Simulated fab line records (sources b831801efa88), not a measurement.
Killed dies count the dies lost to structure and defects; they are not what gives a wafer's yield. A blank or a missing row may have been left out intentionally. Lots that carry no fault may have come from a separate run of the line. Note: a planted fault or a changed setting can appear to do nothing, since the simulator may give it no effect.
Which of the tools did it?	flow sky130	11 lots, 33 wafers sampled, at 7 steps of a route of 708

== WHAT EACH GAUGE READ, for each wafer ==
SKY_VT_ADJUST_LVTN_TW_MEAS_21. Usual: for VT_ADJUST_LVTN_2_TW the level is 188.2 and the standard deviation is 0.87.
lot	measured	on	VT_ADJUST_LVTN_2_TW	flag
L870	day 7 19:43	film metro-04	189.6 189.1 188.5	
L871	day 8 03:48	film metro-02	188.4 188.9 187.7	
L872	day 8 06:39	film metro-01	188.1 188.6 187.7	
L873	day 8 13:13	film metro-04	189.3 189.5 189.3	
L876	day 10 03:15	film metro-04	189.4 189.5 187.9	
L884	day 12 16:34	film metro-02	187.8 188.1 188.1	
L888	day 13 20:55	film metro-04	190.1 189.2 190.0	
L889	day 14 04:01	film metro-04	188.3 187.9 188.9	
L890	day 14 07:34	film metro-04	188.5 187.5 187.2	
L891	day 14 11:21	film metro-01	187.0 187.7 187.3	
L892	day 14 11:39	film metro-02	188.8 188.4 188.7	

SKY_SONOS_TUNNEL_TW_MEAS_12. Usual: for SONOS_TUNNEL_TW the level is 197.3 and the standard deviation is 0.9.
lot	measured	on	SONOS_TUNNEL_TW	flag
L870	day 11 11:39	film metro-02	198.5 197.4 197.4	
L871	day 11 22:53	film metro-04	197.9 198.0 198.2	
L872	day 12 01:20	film metro-04	198.1 198.8 199.6	
L873	day 12 08:47	film metro-02	197.4 197.8 196.6	
L876	day 14 06:59	film metro-04	196.8 197.9 197.5	
L884	day 17 04:20	film metro-01	198.0 198.0 197.2	
L888	day 18 11:45	film metro-04	196.7 195.4 197.2	
L889	day 18 20:59	film metro-04	197.4 196.6 197.6	
L890	day 19 01:22	film metro-01	196.5 195.1 196.5	
L891	day 19 05:20	film metro-04	197.8 197.3 198.5	
L892	day 19 06:44	film metro-02	197.2 197.1 197.6	

SKY_SD_P_TW_MEAS_11. Usual: for SD_P_TW the level is 2819 and the standard deviation is 19.
lot	measured	on	SD_P_TW	flag
L870	day 25 14:22	film metro-03	2787 2771 2768	
L871	day 25 23:56	film metro-04	2823 2841 2826	
L872	day 26 04:31	film metro-03	2803 2808 2814	
L873	day 26 10:29	film metro-02	2839 2837 2843	
L876	day 28 14:22	film metro-03	2797 2792 2796	
L884	day 31 19:50	film metro-03	2814 2793 2791	
L888	day 32 19:37	film metro-03	2794 2802 2798	
L889	day 33 01:26	film metro-04	2630 2635 2648	OFF
L890	day 33 08:31	film metro-03	2609 2609 2608	OFF
L891	day 33 09:38	film metro-04	2833 2822 2818	
L892	day 34 06:59	film metro-02	2815 2838 2809	

SKY_SD_N_RS_MEAS_17: a four-point-probe measurement. Usual: for SD_P_RS the level is 147.0 ohm/sq and the standard deviation is 0.41.
lot	measured	on	SD_P_RS (ohm/sq)	flag
L870	day 28 01:31	film metro-04	146.9 146.6 146.8	
L871	day 28 10:13	film metro-02	147.3 147.2 147.3	
L872	day 28 14:34	film metro-02	146.7 146.6 146.7	
L873	day 28 21:07	film metro-04	147.1 147.0 147.2	
L876	day 30 22:37	film metro-02	146.8 146.9 146.6	
L884	day 34 01:41	film metro-04	147.0 146.9 146.9	
L888	day 35 00:02	film metro-04	146.8 146.7 146.7	
L889	day 35 06:07	film metro-03	152.7 153.2 152.9	OFF
L890	day 35 13:39	film metro-04	152.2 152.0 151.9	OFF
L891	day 35 15:01	film metro-04	147.2 146.8 147.3	
L892	day 36 11:49	film metro-03	147.3 146.9 146.9	

SKY_LOCAL_INTERCONNECT_THK_MEAS_02: measures by xrf. Usual: for LOCAL_INTERCONNECT_TIN_THK the level is 97.6 nm and the standard deviation is 1.2.
lot	measured	on	LOCAL_INTERCONNECT_TIN_THK (nm)	flag
L870	day 29 08:32	film metro-01	98.7 98.2 98.8	
L871	day 29 16:04	film metro-01	97.7 98.9 98.1	
L872	day 29 21:35	film metro-01	97.7 97.1 97.5	
L873	day 30 06:15	film metro-01	97.3 97.9 98.6	
L876	day 32 04:28	film metro-01	96.6 96.1 95.8	
L884	day 35 05:41	film metro-01	97.2 98.7 97.9	
L888	day 36 05:28	film metro-01	97.8 98.2 98.7	
L889	day 36 10:04	film metro-04	97.0 96.7 96.6	
L890	day 36 18:19	film metro-01	97.2 96.8 96.6	
L891	day 36 19:01	film metro-02	96.3 96.3 94.9	
L892	day 37 15:13	film metro-02	97.3 98.2 98.0	

== TOOL THAT RAN EACH LOT (tool first, then ch and the chambers of the sampled wafers, then the start) ==
lot	SKY_SD_P_IMPLANT_09	SKY_SD_P_STRIP_10
L870	implanter-02 ch 0, day 25 14:09	plasma asher-02 ch 0,1, day 25 14:17
L871	implanter-03 ch 0, day 25 23:41	plasma asher-02 ch 0,1, day 25 23:50
L872	implanter-01 ch 0, day 26 04:16	plasma asher-01 ch 0,1, day 26 04:25
L873	implanter-03 ch 0, day 26 10:14	plasma asher-03 ch 0,1, day 26 10:23
L876	implanter-02 ch 0, day 28 14:07	plasma asher-02 ch 0,1, day 28 14:16
L884	implanter-02 ch 0, day 31 19:36	plasma asher-01 ch 0,1, day 31 19:44
L888	implanter-02 ch 0, day 32 19:23	plasma asher-01 ch 0,1, day 32 19:30
L889	implanter-03 ch 0, day 33 01:11	plasma asher-01 ch 0,1, day 33 01:20
L890	implanter-03 ch 0, day 33 08:17	plasma asher-03 ch 0,1, day 33 08:25
L891	implanter-01 ch 0, day 33 09:23	plasma asher-01 ch 0,1, day 33 09:32
L892	implanter-01 ch 0, day 34 06:44	plasma asher-01 ch 0,1, day 34 06:53
- SKY_SD_P_IMPLANT_09
- SKY_SD_P_STRIP_10: strips in O2/N2.

== WHAT THE TOOLS THEMSELVES READ (means of the sampled wafers that have a number; where no wafer has one, the mark that the record gives instead) ==
SKY_SD_P_IMPLANT_09. Usual: beam on s 12.4 s, standard deviation 0.53; dose ions cm2 3e+15, standard deviation 3e+12; faraday current uA 13196, standard deviation 540; tilt deg -0.006 degrees, standard deviation 0.02.
lot	tool	beam on s (s)	dose ions cm2	faraday current uA	tilt deg (degrees)	flag
L870	implanter-02	11.9	3e+15	13680	0.000	
L871	implanter-03	13.0	3e+15	12536	-0.018	
L872	implanter-01	12.3	3e+15	13225	0.007	
L873	implanter-03	13.0	3e+15	12600	-0.025	
L876	implanter-02	12.0	3e+15	13546	0.011	
L884	implanter-02	11.8	3e+15	13774	0.026	
L888	implanter-02	11.9	3e+15	13713	0.010	
L889	implanter-03	9.8	2e+15	11612	-0.027	OFF
L890	implanter-03	10.1	2e+15	11243	-0.001	OFF
L891	implanter-01	12.5	3e+15	13008	-0.024	
L892	implanter-01	12.6	3e+15	13005	-0.004	

SKY_SD_P_STRIP_10. Usual: drypump motor current A 5.57 A, standard deviation 0.29; oes product au 0.617 a.u., standard deviation 0.0046; strip time to endpoint s 17.51 s, standard deviation 0.044.
lot	tool	drypump motor current A (A)	oes product au (a.u.)	strip time to endpoint s (s)	flag
L870	plasma asher-02	5.36	0.621	17.46	
L871	plasma asher-02	5.67	0.614	17.50	
L872	plasma asher-01	5.62	0.618	17.52	
L873	plasma asher-03	5.45	0.615	17.56	
L876	plasma asher-02	5.33	0.623	17.52	
L884	plasma asher-01	5.74	0.616	17.45	
L888	plasma asher-01	5.63	0.615	17.43	
L889	plasma asher-01	5.76	0.628	16.86	OFF
L890	plasma asher-03	5.43	0.632	16.84	OFF
L891	plasma asher-01	5.75	0.625	17.48	
L892	plasma asher-01	5.75	0.615	17.44	

== THE ANSWER, worked out from the rows above alone ==
Rule: take the mean of a lot's wafers that have a number; if it is more than 3 standard deviations from the usual mean, the lot is off. A lot without any number at a reading at which 4 lots or more have one is off too. All remaining lots with rows at the step are treated as sound. First the gauges in route order, then the tools' own readings, where a lot's mean is used as printed above. The first step at which some lot is off is used, and at that step the reading that is off furthest; a lot without a number counts as furthest.
Off: at SKY_SD_P_TW_MEAS_11 (SD_P_TW), L889, L890.
If a tool, at a process step before that reading, ran all the lots that are off and no sound lot after the first of them, it fits. Not tried: the gauges at SKY_SD_P_TW_MEAS_11; whatever is off there is also off at SKY_SD_P_IMPLANT_09, on other tools, and gauge error can't account for it. One fits: SKY_SD_P_IMPLANT_09 on implanter-03. Its last sound lot is L873 (day 26 10:14), its first lot that is off L889 (day 33 01:11): a fault that began between those two fits.
The tool's own readings at SKY_SD_P_IMPLANT_09 bear it out: on the lots that are off they differ by more than 5 times the standard deviation of the sound lots' means. beam on s reads 9.9 s there against 12.3 s on the sound lots; dose ions cm2 reads 2e+15 there against 3e+15 on the sound lots.

== WHAT THE SIMULATOR PUT IN ==
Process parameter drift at SKY_SD_P_IMPLANT_09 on implanter-03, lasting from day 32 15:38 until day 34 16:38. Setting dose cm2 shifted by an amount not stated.
Shown lots that were struck: L889, L890. Same finding as the rule above.
